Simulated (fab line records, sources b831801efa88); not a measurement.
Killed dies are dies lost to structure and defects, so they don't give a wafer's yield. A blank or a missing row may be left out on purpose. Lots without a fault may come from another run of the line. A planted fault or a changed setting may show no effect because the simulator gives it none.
fab line records | flow sky130
record lots=11 wafers=33 last_day=50
route steps=708 shown FIELD_ISO@17 SONOS_ONO@178 GATE_OXIDE@189 SD_N@353 PAD_OPEN@708
lots that met no fault: from a run of the same line without faults
start_h: hours from the record's first day to the start of the lot's first wafer shown | wait_h: hours since the lot's step before | " the same as in the row above | L1.1+2: a row that stands for several wafers | - no value, or no start given | * or withheld: withheld | < > ~ a bound
route shown NAME@n: a module of which the file shows steps, and the number in the route of the first | usual: mean/standard deviation of fault-free wafers | same: alike in all rows | chamber/n: place in a boat | sites: the reading at each site | _std_site: their standard deviation | _edge_site: outer sites' mean less inner sites' | radius_mm: how far each site lies from the wafer's centre | mask NAME#n: copy n | behind: the tool/chamber that last shaped the wafer | hold: why the lot was held/for how many hours/how that ended | device: the transistor (n, p or np) that didn't switch | end of line: the same wafers' tests at the end of the route | a step without rows: its recipe alone | killed: dies lost to structure and defects at the first sort, not the wafer's yield | map: a wafer's dies, x killed, . not, _ none there
set.NAME: the setting as run; set.NAME@STEP: as run at that earlier step | model.NAME: the simulator's own value behind a step, which no gauge read
steps of the route over a sample of lots; a table a step, a row a wafer
services: from which hour (start_h, from the record's first day; less than 0 if before it) a tool's chamber was out of use, for how many hours, and why
## steps
# step SKY_FIELD_ISO_STRIP_16
# recipe chemistry=O2/N2 power_w=1400 pressure_mtorr=1500 platen_temp_c=withheld o2_flow_sccm=3000 n2_flow_sccm=300 overash_fraction=0.5
# usual drypump_motor_current_A=5.8/0.39 o2_flow_sccm=3000/7.8 oes_product_au=0.378/0.005 strip_time_to_endpoint_s=3.56/0.035
# same overash_fraction=0.5
# columns lot.wafer tool chamber start_h wait_h drypump_motor_current_A o2_flow_sccm oes_product_au rf_hours_counter_h strip_time_to_endpoint_s
L706.1 plasma_asher-01 1 40.78 0.0 6.2 2992 0.375 35 3.54
L706.4 " 0 " " 5.5 3005 0.376 - 3.54
L706.6 " 1 " " 6.2 2998 0.373 - 3.55
L709.2 plasma_asher-03 0 55.35 0.0 6.5 2999 0.386 24 3.54
L709.4 " 1 " " 6.1 3003 0.377 - 3.56
L709.6 " 0 " " 6.5 3005 0.380 - 3.60
L711.3 plasma_asher-03 0 65.96 0.1 6.5 3008 0.386 - 3.63
L711.5 " 0 " " 6.5 2997 0.387 - 3.61
L711.6 " 1 " " 6.1 3001 0.379 - 3.63
L710.2 plasma_asher-04 1 66.63 0.0 5.3 3000 0.379 38 3.52
L710.4 " 0 " " 6.0 3001 0.378 - 3.60
L710.5 " 0 " " 6.1 3010 0.378 - 3.57
L712.1 plasma_asher-01 0 74.38 0.0 5.5 3001 0.383 39 3.61
L712.5 " 0 " " 5.5 2997 0.377 - 3.59
L712.6 " 1 " " 6.2 2999 0.385 - 3.63
L713.2 plasma_asher-04 1 74.73 0.0 5.3 3011 0.380 38 3.55
L713.3 " 0 " " 6.0 2997 0.391 - 3.57
L713.4 " 1 " " 5.3 3014 0.384 - 3.58
L714.2 plasma_asher-04 0 82.63 0.0 6.0 3011 0.371 39 3.52
L714.3 " 0 " " 6.0 3005 0.377 - 3.55
L714.5 " 1 " " 5.4 2990 0.378 - 3.57
L718.1 plasma_asher-04 1 109.20 0.0 5.3 2998 0.374 42 3.58
L718.4 " 0 " " 6.1 3001 0.386 - 3.64
L718.5 " 0 " " 6.0 3006 0.383 - 3.58
L719.3 plasma_asher-03 0 109.56 0.1 6.5 2998 0.384 - 3.55
L719.4 " 1 " " 6.0 2991 0.385 - 3.57
L719.6 " 0 " " 6.5 2997 0.381 - 3.58
L720.3 plasma_asher-04 1 116.18 0.1 5.3 2994 0.374 - 3.52
L720.4 " 0 " " 6.1 2994 0.380 - 3.52
L720.5 " 1 " " 5.4 3002 0.380 - 3.53
L727.1 plasma_asher-01 1 153.09 0.0 6.2 3000 0.392 4 3.60
L727.4 " 0 " " 5.5 2989 0.380 - 3.58
L727.5 " 0 " " 5.5 2992 0.372 - 3.52
# step SKY_SONOS_ONO_EXPOSE_10
# recipe mask_id=ONOM target_cd_nm=410 na=0.6 source_shape=conventional sigma_outer=0.6 dose_mj=150
# usual exposure_dose_mJ_cm2=151.72/0.13 focus_offset_nm=0.0/0.43
# columns lot.wafer tool chamber start_h wait_h mask exposure_dose_mJ_cm2 focus_offset_nm
L706.1 iline_stepper-02 0 304.37 - ONOM#0 151.64 -0.2
L706.4 " 0 " " ONOM#0 151.70 0.0
L706.6 " 0 " " ONOM#0 151.70 -0.1
L709.2 iline_stepper-01 0 327.10 - ONOM#0 151.65 -0.2
L709.4 " 0 " " ONOM#0 151.86 0.5
L709.6 " 0 " " ONOM#0 151.88 -0.2
L710.2 iline_stepper-02 0 341.98 - ONOM#0 151.53 -1.0
L710.4 " 0 " " ONOM#0 151.52 -0.6
L710.5 " 0 " " ONOM#0 151.44 0.6
L712.1 iline_stepper-02 0 346.07 - ONOM#0 151.63 -0.2
L712.5 " 0 " " ONOM#0 151.65 0.1
L712.6 " 0 " " ONOM#0 151.61 -0.5
L711.3 iline_stepper-01 0 346.36 - ONOM#0 151.87 0.2
L711.5 " 0 " " ONOM#0 151.77 0.0
L711.6 " 0 " " ONOM#0 151.88 -0.4
L713.2 iline_stepper-02 0 347.80 - ONOM#0 151.52 -0.2
L713.3 " 0 " " ONOM#0 151.56 -0.6
L713.4 " 0 " " ONOM#0 151.73 -0.2
L714.2 iline_stepper-02 0 360.29 - ONOM#0 151.88 0.8
L714.3 " 0 " " ONOM#0 151.91 1.0
L714.5 " 0 " " ONOM#0 151.67 1.0
L718.1 iline_stepper-02 0 386.27 - ONOM#0 134.99 -0.2
L718.4 " 0 " " ONOM#0 135.03 -0.4
L718.5 " 0 " " ONOM#0 134.89 -0.1
L719.3 iline_stepper-01 0 391.44 - ONOM#0 151.59 -0.4
L719.4 " 0 " " ONOM#0 151.58 0.0
L719.6 " 0 " " ONOM#0 151.75 0.4
L720.3 iline_stepper-01 0 397.67 - ONOM#0 151.51 -0.1
L720.4 " 0 " " ONOM#0 151.60 0.3
L720.5 " 0 " " ONOM#0 151.82 0.8
L727.1 iline_stepper-02 0 454.70 - ONOM#0 151.69 -0.3
L727.4 " 0 " " ONOM#0 151.73 -0.1
L727.5 " 0 " " ONOM#0 151.66 0.7
# step SKY_SONOS_ONO_CD_MEAS_13
# recipe target_cd_nm=410
# usual cd_nm=409.9/2.1
# columns lot.wafer tool chamber start_h wait_h cd_nm
L706.1 cd_sem-01 - 317.17 0.1 412.1
L706.4 " - " " 411.5
L706.6 " - " " 413.4
L709.2 cd_sem-02 - 338.93 0.1 410.4
L709.4 " - " " 411.1
L709.6 " - " " 412.5
L710.2 cd_sem-01 - 355.40 0.1 408.0
L710.4 " - " " 413.0
L710.5 " - " " 407.5
L712.1 cd_sem-02 - 360.11 0.1 410.5
L712.5 " - " " 411.4
L712.6 " - " " 411.0
L711.3 cd_sem-02 - 360.45 0.1 408.1
L711.5 " - " " 407.9
L711.6 " - " " 408.1
L713.2 cd_sem-01 - 361.68 0.1 408.7
L713.3 " - " " 408.9
L713.4 " - " " 407.3
L714.2 cd_sem-02 - 374.19 0.1 410.5
L714.3 " - " " 410.1
L714.5 " - " " 408.9
L718.1 cd_sem-01 - 400.26 0.1 359.1
L718.4 " - " " 312.0
L718.5 " - " " 269.7
L719.3 cd_sem-02 - 404.81 0.1 411.7
L719.4 " - " " 410.6
L719.6 " - " " 412.2
L720.3 cd_sem-01 - 412.02 0.1 409.5
L720.4 " - " " 410.7
L720.5 " - " " 408.1
L727.1 cd_sem-01 - 469.72 0.1 407.1
L727.4 " - " " 409.3
L727.5 " - " " 410.0
# step SKY_GATE_OXIDE_THK_MEAS_02
# recipe reads=SiO2_of_GATE_OXIDE_OXIDATION_01
# usual GATE_OXIDE_OXIDATION_00_THK=10.31/0.15
# columns lot.wafer tool chamber start_h wait_h GATE_OXIDE_OXIDATION_00_THK[nm]
L706.1 film_metro-02 - 319.54 0.0 10.23
L706.4 " - " " 10.13
L706.6 " - " " 10.13
L709.2 film_metro-01 - 340.80 0.0 10.44
L709.4 " - " " 10.41
L709.6 " - " " 10.45
L710.2 film_metro-01 - 357.48 0.0 10.28
L710.4 " - " " 10.34
L710.5 " - " " 10.31
L712.1 film_metro-01 - 362.00 0.0 10.47
L712.5 " - " " 10.51
L712.6 " - " " 10.52
L711.3 film_metro-04 - 363.06 0.0 10.21
L711.5 " - " " 10.06
L711.6 " - " " 10.27
L713.2 film_metro-04 - 364.46 0.0 10.08
L713.3 " - " " 10.26
L713.4 " - " " 10.22
L714.2 film_metro-02 - 377.84 0.0 10.31
L714.3 " - " " 10.44
L714.5 " - " " 10.36
L718.1 film_metro-02 - 402.16 0.0 10.13
L719.3 film_metro-04 - 408.90 0.0 10.32
L719.4 " - " " 10.25
L719.6 " - " " 10.25
L720.3 film_metro-02 - 414.00 0.0 10.10
L720.4 " - " " 10.25
L720.5 " - " " 10.12
L727.1 film_metro-01 - 472.58 0.0 10.39
L727.4 " - " " 10.49
L727.5 " - " " 10.13
# step SKY_SD_N_STRIP_11
# recipe chemistry=O2/N2 power_w=1400 pressure_mtorr=1500 platen_temp_c=withheld o2_flow_sccm=3000 n2_flow_sccm=300 overash_fraction=0.5
# usual drypump_motor_current_A=6.0/0.36 o2_flow_sccm=2999/8.7 oes_product_au=0.527/0.0043 strip_time_to_endpoint_s=22.53/0.036
# same overash_fraction=0.5
# columns lot.wafer tool chamber start_h wait_h drypump_motor_current_A o2_flow_sccm oes_product_au rf_hours_counter_h strip_time_to_endpoint_s
L706.1 plasma_asher-01 1 680.83 0.1 6.2 3009 0.533 55 22.51
L706.4 " 0 " " 5.5 2985 0.527 - 22.50
L706.6 " 0 " " 5.5 2994 0.523 - 22.51
L709.2 plasma_asher-01 0 706.33 0.1 5.5 2999 0.530 57 22.51
L709.4 " 1 " " 6.2 3012 0.527 - 22.53
L709.6 " 1 " " 6.2 2992 0.525 - 22.57
L710.2 plasma_asher-03 0 724.66 0.1 6.4 2996 0.524 92 22.49
L710.4 " 1 " " 6.1 3024 0.521 - 22.49
L710.5 " 0 " " 6.5 2998 0.528 - 22.49
L712.1 plasma_asher-03 1 726.33 0.1 6.0 2989 0.520 92 22.53
L712.5 " 0 " " 6.4 2992 0.528 - 22.56
L712.6 " 1 " " 6.1 2987 0.533 - 22.54
L711.3 plasma_asher-03 1 730.21 0.1 6.1 2991 0.524 - 22.50
L711.5 " 0 " " 6.5 2997 0.517 - 22.52
L711.6 " 1 " " 6.1 2989 0.531 - 22.48
L713.2 plasma_asher-01 1 735.94 0.1 6.2 3011 0.528 60 22.48
L713.3 " 1 " " 6.2 3004 0.530 - 22.51
L713.4 " 0 " " 5.5 3000 0.527 - 22.46
L714.2 plasma_asher-01 0 744.24 0.1 5.5 3002 0.521 61 22.49
L714.3 " 0 " " 5.6 2987 0.532 - 22.47
L714.5 " 0 " " 5.5 2996 0.536 - 22.46
L718.1 plasma_asher-01 1 762.96 0.1 6.2 2983 0.529 63 22.47
L719.3 plasma_asher-01 1 770.02 0.1 6.2 2992 0.530 - 22.52
L719.4 " 0 " " 5.5 2994 0.522 - 22.51
L719.6 " 0 " " 5.6 3002 0.528 - 22.49
L720.3 plasma_asher-02 1 773.50 0.1 5.6 2997 0.533 - 22.56
L720.4 " 0 " " 5.6 3000 0.521 - 22.52
L720.5 " 0 " " 5.6 3002 0.526 - 22.54
L727.1 plasma_asher-03 0 824.71 0.1 6.5 3000 0.529 100 22.52
L727.4 " 0 " " 6.5 3009 0.528 - 22.56
L727.5 " 0 " " 6.5 3015 0.526 - 22.56
# step SKY_PAD_OPEN_PROBE_99
# usual killed_at_M0_to_M3=44/6.8 killed_at_M4_up=3.1/1.8 killed_at_contacts=25/5.2 killed_at_front_end=15/4.1 killed_at_other=0.3/0.62 killed_dies=88/9.4 killed_on_rim=17/3.7 killed_open=48/7.1 killed_short=40/6.1
# same gross_dies=492 killed_at_back_side=0
# columns lot.wafer tool chamber start_h wait_h killed_at_M0_to_M3 killed_at_M4_up killed_at_contacts killed_at_front_end killed_at_other killed_dies killed_on_rim killed_open killed_short
L718.1 prober-02 - 1157.98 0.1 44 2 30 40 1 117 15 51 37
L718.4 prober-02 - 1158.13 0.2 40 2 19 424 0 485 90 39 32
L718.5 prober-02 - 1158.18 0.2 40 4 23 424 1 492 96 44 39
L720.3 prober-02 - 1165.48 0.2 49 1 28 21 0 99 21 51 48
L720.4 prober-02 - 1165.53 0.2 31 3 25 22 0 81 14 45 36
L720.5 prober-02 - 1165.58 0.2 40 7 25 16 0 88 14 53 35
# killed by level:class
L718.1 SONOS_ONO:area_expose=28 LI_CONTACT:geometric_particle:open=12 VIA1:geometric_particle:open=9 CONTACT:geometric_particle:open=8 METAL1:geometric_particle:short=8 CONTACT:geometric_particle:short=6 VIA3:geometric_particle:open=6 VIA2:geometric_particle:short=5
L718.4 SONOS_ONO:area_expose=414 VIA3:geometric_particle:open=8 VIA1:geometric_particle:open=7 LOCAL_INTERCONNECT:geometric_particle:short=6 CONTACT:geometric_particle:open=6 METAL1:geometric_particle:short=6 VIA2:geometric_particle:open=6 FIELD_ISO:geometric_particle:open=4
L718.5 SONOS_ONO:area_expose=408 CONTACT:geometric_particle:open=10 VIA1:geometric_particle:open=9 METAL2:geometric_particle:short=8 POLY_GATE:geometric_particle:short=7 LI_CONTACT:geometric_particle:open=7 VIA3:geometric_particle:open=6 POLY_GATE:geometric_particle:open=4
L720.3 CONTACT:geometric_particle:open=10 VIA1:geometric_particle:open=10 VIA3:geometric_particle:open=9 POLY_GATE:geometric_particle:short=8 VIA1:geometric_particle:short=8 VIA2:geometric_particle:open=6 LOCAL_INTERCONNECT:geometric_particle:short=5 METAL2:geometric_particle:short=5
L720.4 CONTACT:geometric_particle:open=12 VIA2:geometric_particle:open=9 POLY_GATE:geometric_particle:short=7 VIA1:geometric_particle:open=7 FIELD_ISO:geometric_particle:short=5 LI_CONTACT:geometric_particle:open=5 METAL1:geometric_particle:short=5 POLY_GATE:geometric_particle:open=4
L720.5 VIA1:geometric_particle:open=11 CONTACT:geometric_particle:open=10 VIA3:geometric_particle:open=7 FIELD_ISO:geometric_particle:open=5 LI_CONTACT:geometric_particle:open=5 METAL2:geometric_particle:short=5 METAL4:geometric_particle:short=5 LI_CONTACT:geometric_particle:short=4
## services
# columns tool chamber start_h hours kind
plasma_asher-04 - 59.15 2.8 pm
plasma_asher-04 - 62.91 2.1 repair
plasma_asher-01 - 108.75 9.0 pm
iline_stepper-02 - 149.31 4.4 pm
plasma_asher-03 - 199.98 0.7 repair
plasma_asher-03 - 212.78 2.8 pm
plasma_asher-03 - 247.36 3.9 repair
plasma_asher-01 - 294.22 22.6 pm
iline_stepper-02 - 298.61 2.5 repair
plasma_asher-01 - 328.56 1.8 repair
plasma_asher-01 - 338.41 5.7 repair
plasma_asher-01 - 401.96 5.5 repair
iline_stepper-02 - 424.92 1.7 pm
plasma_asher-01 - 455.59 0.7 repair
plasma_asher-03 - 465.74 1.2 repair
iline_stepper-02 - 511.67 3.8 repair
iline_stepper-02 - 544.01 3.5 repair
plasma_asher-03 - 561.76 9.4 repair
iline_stepper-02 - 633.30 6.0 repair
iline_stepper-02 - 643.10 1.7 pm
iline_stepper-02 - 703.77 8.9 repair
plasma_asher-01 - 752.02 2.7 repair
plasma_asher-03 - 759.75 3.0 repair
plasma_asher-03 - 786.92 8.3 repair
## key
first_sign step=SKY_SONOS_ONO_EXPOSE_10 reading=exposure_dose_mJ_cm2 direction=down sigmas=99+ usual=* struck=*
effect step=SKY_SONOS_ONO_CD_MEAS_13 reading=cd_nm direction=down sigmas=46 usual=409.9 struck=313.6 through=control_loop
effect step=SKY_PAD_OPEN_PROBE_99 reading=killed_at_front_end direction=up sigmas=69 usual=15 struck=296
more_kills_born_at SKY_SONOS_ONO_EXPOSE_10@iline_stepper-02=850
met_at SKY_SONOS_ONO_EXPOSE_10
struck_lots L718
later_rows_left_out L718.4,L718.5
tester_left_out L718
loop_trim step=SKY_SONOS_ONO_EXPOSE_10 setting=dose lots=L718
not_acting_at SKY_FIELD_ISO_STRIP_16,SKY_GATE_OXIDE_THK_MEAS_02,SKY_SD_N_STRIP_11
onset_between 360.29 386.27
fault kind=process_parameter_drift tool=iline_stepper-02 chamber=- onset_h=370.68 steps=SKY_SONOS_ONO_EXPOSE_10 channel=focus_nm offset=1144.2 spread_by_wafer=0.3 shape=step end_h=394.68
# tester_left_out: of these lots the tester's yield and bins aren't shown, on N5 and GAA mostly nor the transistor test; their killed dies are dies lost to structure and defects alone, not to doping, threshold or leakage, so they don't give the yield
# later_rows_left_out: the simulator's readings of these wafers behind a module that went badly wrong aren't trusted and aren't shown, but for the sort
# loop_trim: a control loop set the setting to another value than it would have without faults
